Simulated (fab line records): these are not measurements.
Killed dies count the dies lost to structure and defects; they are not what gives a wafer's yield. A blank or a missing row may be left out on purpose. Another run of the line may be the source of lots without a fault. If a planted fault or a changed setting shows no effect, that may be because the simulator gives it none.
A lot that was struck, set against a sound lot + flow sky130 + 15 steps out of a route of 708
Sound: the wafers L416.2, L416.4, L416.6. Struck: wafer L432.4 (L432.2, L432.3, from the same lot, were not struck and are left out); the cause is given at the end.
Per side, at each step with rows, come the tool, then ch with its chambers, and then its first start. Under that, the readings that differ: sound wafers + struck wafers + difference of the means + sigmas: that difference in standard deviations of wafers without a fault.
alike: same words and numbers on both sides, and readings whose means sit less than 2 such deviations apart. not compared: any withheld reading, any reading some wafer has no value for, any bound like >300 that may hide the same value, and any number with overlapping values for which the record gives no deviation.
Wherever a step has rows on one side only, a row that says differs or no value, or a row with sigmas, the two part there. Numbers that don't overlap but have no deviation are shown without sigmas and don't part them. A reading missing from all wafers of one side parts the sides only when that side holds two or more wafers.

SKY_FIELD_ISO_THK_MEAS_02:
  struck on film_metro-04, day 4 19:38; sound on film_metro-03, day 1 12:08
  alike: FIELD_ISO_OXIDATION_00_THK
then, 1 step without rows for these wafers: SKY_FIELD_ISO_CVD_03 (deposits Si3N4 from DCS/NH3, target thk 165 nm, time 2830 s).
SKY_FIELD_ISO_THK_MEAS_04:
  struck on film_metro-01, day 4 22:36; sound on film_metro-04, day 1 13:59
  alike: FIELD_ISO_CVD_03_THK
then, 8 steps without rows for these wafers: SKY_FIELD_ISO_DEHYDRATE_05 (time 60 s); SKY_FIELD_ISO_HMDS_06 (prime time 60 s); SKY_FIELD_ISO_COAT_07 (resist thk 60 nm); SKY_FIELD_ISO_COAT_08 (resist thk 450 nm); SKY_FIELD_ISO_SOFTBAKE_09 (time 90 s); SKY_FIELD_ISO_EXPOSE_10 (exposes mask FOM, target cd 150 nm); SKY_FIELD_ISO_PEB_11; SKY_FIELD_ISO_DEVELOP_12 (develop time 60 s).
SKY_FIELD_ISO_CD_MEAS_13 targets a cd of 150 nm.
  struck on cd_sem-01, day 5 15:29; sound on cd_sem-01, day 2 04:39
  alike: cd_nm
SKY_FIELD_ISO_ETCH_14: etches BARC in N2/H2, stops on SiO2, time 45.9 s, target depth 60 nm.
  sound on rie_diel-03 ch 0,1, day 2 04:45; struck on rie_diel-03 ch 0, day 5 15:35
| reading    | sound            | struck | difference | sigmas |
|------------|------------------|--------|------------|--------|
| bias_w (W) | 99.8 100.3 100.0 | 88.1   | -11.9      | -38    |
  alike: drypump_motor_current_A, h2_flow_sccm, oes_product_au, throttle_valve_pct
  not compared: rf_hours_counter_h
SKY_FIELD_ISO_ETCH_15: etches the open film in CHF3/O2, stops on Si, target depth 180 nm, time 72 s.
  sound on rie_diel-03 ch 0,1, day 2 04:47; struck on rie_diel-03 ch 0, day 5 15:38
  alike: bias_w, drypump_motor_current_A, oes_product_au, throttle_valve_pct
  not compared: rf_hours_counter_h
SKY_PAD_OPEN_PROBE_99:
  the record has rows for the sound wafers here (prober-01, day 46 01:02) and none for the struck ones

## WHERE THEY PART
First at SKY_FIELD_ISO_ETCH_14; last, within this record, at SKY_PAD_OPEN_PROBE_99.

WHY: what the simulator had put in
rie_diel-03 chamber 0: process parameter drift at SKY_FIELD_ISO_ETCH_14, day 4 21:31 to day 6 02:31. The setting bias_w was moved by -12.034, starting from 100. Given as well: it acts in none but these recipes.
